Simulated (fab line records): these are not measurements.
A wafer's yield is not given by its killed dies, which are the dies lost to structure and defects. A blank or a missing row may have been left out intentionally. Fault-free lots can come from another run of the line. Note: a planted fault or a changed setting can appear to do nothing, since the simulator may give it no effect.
Comparing a struck lot with a sound one / flow sfq line / 42 steps out of a route of 325
Sound: these wafers, L617.1, L617.5, L617.6. Struck: wafer L626.3. (L626.2, L626.4 of the same lot were not struck and are left out.) The cause comes at the end.
Each step with rows lists, per side, the tool, then ch with its chambers, then its first start. Under that, the readings that differ: sound wafers / struck wafers / difference of the means / sigmas: that difference in standard deviations of wafers without a fault.
alike: readings with means less than 2 such deviations apart, plus words and numbers identical on both sides. not compared: withheld readings, readings lacking a value on some wafer, bounds such as >300 that could conceal the same value, and numbers that have no deviation in the record and whose values overlap.
A row with sigmas, a row that says differs or no value, or rows on one side alone: a step with any of these is where the two part. Numbers that have no deviation but don't overlap get no sigmas and don't part them. Lack of a reading on every wafer of one side parts them only where that side has two or more wafers.

first, 6 steps without rows for these wafers: SFQ_TRILAYER_L0_VIA_LITHO_COAT_018 (resist thk 62 nm); SFQ_TRILAYER_L0_VIA_LITHO_COAT_013 (resist thk 650 nm); SFQ_TRILAYER_L0_VIA_LITHO_SOFTBAKE_017; SFQ_TRILAYER_L0_VIA_LITHO_EXPOSE_014 (exposes mask L0V, target cd 700 nm); SFQ_TRILAYER_L0_VIA_LITHO_PEB_016 (peb time 60 s); SFQ_TRILAYER_L0_VIA_LITHO_DEVELOP_015 (time 60 s).
SFQ_L0V_OVL_MEAS_903:
  sound: overlay-01 at day 6 18:41; struck: overlay-02 at day 7 15:02
  alike: L0V_OVL
SFQ_TRILAYER_L0_VIA_BARC_OPEN_VIA_ETCH_021: etches BARC in O2, target depth 125 nm, time 41.7 s.
  sound on rie diel-02 ch 0,1, day 6 18:43; struck on rie diel-04 ch 1, day 7 15:04
  alike: drypump motor current A, oes product au
  not compared: rf hours counter h
then, 4 steps without rows for these wafers: SFQ_TRILAYER_L0_VIA_ETCH_VIA_ETCH_016 (etches SiO2 in CHF3, stops on MoNx KI, target depth 80 nm); SFQ_TRILAYER_L0_VIA_STRIP_STRIP_017 (strips in O2); SFQ_TRILAYER_L0_VIA_STRIP_SOLV_CLEAN_018 (cleans in NMP, time 600 s); SFQ_TRILAYER_M0_DEP_PRE_CLEAN_020 (time 15 s).
SFQ_TRILAYER_M0_DEP_SPUTTER_019: material Nb, target thk 200 nm, time 133.3 s.
  sound: pvd sputter-06 at day 6 19:36; struck: pvd sputter-06 at day 7 16:34
reading=model.Nb_of_TRILAYER_M0_DEP_SPUTTER_019.thk nm (nm); sound=200.4 200.1 200.9; struck=197.5; difference=-3.0; sigmas=
  alike: cathode dc power W, throttle valve pct
SFQ_M0_RS_MEAS_904: the measuring method here is four-point-probe.
  sound: film metro-04 at day 6 19:41; struck: film metro-04 at day 7 16:40
  alike: M0_NB_RS
then, 6 steps without rows for these wafers: SFQ_TRILAYER_M0_LITHO_COAT_026 (resist thk 62 nm); SFQ_TRILAYER_M0_LITHO_COAT_021 (resist thk 600 nm); SFQ_TRILAYER_M0_LITHO_SOFTBAKE_025; SFQ_TRILAYER_M0_LITHO_EXPOSE_022 (exposes mask M0, target cd 500 nm); SFQ_TRILAYER_M0_LITHO_PEB_024 (peb time 60 s); SFQ_TRILAYER_M0_LITHO_DEVELOP_023 (time 60 s).
-- the record jumps here: 5 days lie between the struck wafers' starts before and after --
SFQ_M0_OVL_MEAS_906:
  sound: overlay-02 at day 10 22:58; struck: overlay-02 at day 12 08:34
  alike: M0_OVL
SFQ_TRILAYER_M0_BARC_OPEN_METAL_ETCH_031: etches BARC in O2, target depth 125 nm, time 41.7 s.
  sound on rie metal-03 ch 0,1, day 10 22:59; struck on rie metal-03 ch 1, day 12 08:35
  alike: drypump motor current A, oes product au
  not compared: rf hours counter h
SFQ_TRILAYER_M0_ETCH_METAL_ETCH_024: etches Nb in Cl2/Ar, stops on SiO2, target depth 240 nm, time 120 s.
  sound on rie metal-03 ch 0,1, day 10 23:03; struck on rie metal-03 ch 1, day 12 08:39
reading=model.M0.feature depth nm (nm); sound=200.4 200.1 200.9; struck=197.5; difference=-3.0; sigmas=
reading=model.etch.depth nm (nm); sound=200.4 200.1 200.9; struck=197.5; difference=-3.0; sigmas=
  alike: drypump motor current A, oes product au
  not compared: rf hours counter h
then, 2 steps without rows for these wafers: SFQ_TRILAYER_M0_STRIP_STRIP_025 (strips in O2); SFQ_TRILAYER_M0_STRIP_SOLV_CLEAN_026 (cleans in NMP, time 600 s).
SFQ_TRILAYER_I0_DEP_PECVD_027: deposits SiO2 from SiH4/N2O, time 111.11 s, target thk 500 nm.
  sound on pecvd-04 ch 0,2, day 10 23:57; struck on pecvd-04 ch 2, day 12 09:33
  alike: heater power w, throttle valve pct
SFQ_TRILAYER_I0_CMP_CMP_028: polishes SiO2.
  sound on cmp-02 ch 1,2,3, day 11 04:07; struck on cmp-02 ch 0, day 12 12:07
  alike: motor current A, time to endpoint s
SFQ_I0_BOW_MEAS_907:
  sound: film metro-04 at day 11 05:37; struck: film metro-03 at day 12 14:38
  alike: I0_BOW
then, 7 steps without rows for these wafers: SFQ_TRILAYER_I0_METRO_MEASURE_029; SFQ_TRILAYER_I0_VIA_LITHO_COAT_036 (resist thk 62 nm); SFQ_TRILAYER_I0_VIA_LITHO_COAT_031 (resist thk 650 nm); SFQ_TRILAYER_I0_VIA_LITHO_SOFTBAKE_035; SFQ_TRILAYER_I0_VIA_LITHO_EXPOSE_032 (exposes mask I0, target cd 500 nm); SFQ_TRILAYER_I0_VIA_LITHO_PEB_034 (peb time 60 s); SFQ_TRILAYER_I0_VIA_LITHO_DEVELOP_033 (time 60 s).
-- the record jumps here: 5 days lie between the struck wafers' starts before and after --
SFQ_I0_OVL_MEAS_908:
  sound: overlay-01 at day 16 15:43; struck: overlay-02 at day 17 11:52
  alike: I0_OVL
SFQ_TRILAYER_I0_VIA_BARC_OPEN_VIA_ETCH_046: etches BARC in O2, target depth 125 nm, time 41.7 s.
  sound on rie diel-03 ch 0,1, day 16 15:46; struck on rie diel-03 ch 3, day 17 11:54
  alike: drypump motor current A, oes product au
  not compared: rf hours counter h
then, 4 steps without rows for these wafers: SFQ_TRILAYER_I0_VIA_ETCH_VIA_ETCH_034 (etches SiO2 in CHF3, stops on Nb, target depth 260 nm); SFQ_TRILAYER_I0_VIA_STRIP_STRIP_035 (strips in O2); SFQ_TRILAYER_I0_VIA_STRIP_SOLV_CLEAN_036 (cleans in NMP, time 600 s); SFQ_TRILAYER_M1_DEP_PRE_CLEAN_038 (time 22.5 s).
-- the record jumps here: 72 days lie between the struck wafers' starts before and after --
SFQ_M8_BOW_MEAS_951:
  sound: film metro-01 at day 80 14:12; struck: film metro-01 at day 89 06:52
reading=model.etest.m0.ohm sq; sound=0.8882 0.8892 0.8856; struck=0.9009; difference=+0.0132; sigmas=
  alike: M8_BOW

== WHERE THEY PART ==
Nowhere in this record.

WHY: what the simulator had put in
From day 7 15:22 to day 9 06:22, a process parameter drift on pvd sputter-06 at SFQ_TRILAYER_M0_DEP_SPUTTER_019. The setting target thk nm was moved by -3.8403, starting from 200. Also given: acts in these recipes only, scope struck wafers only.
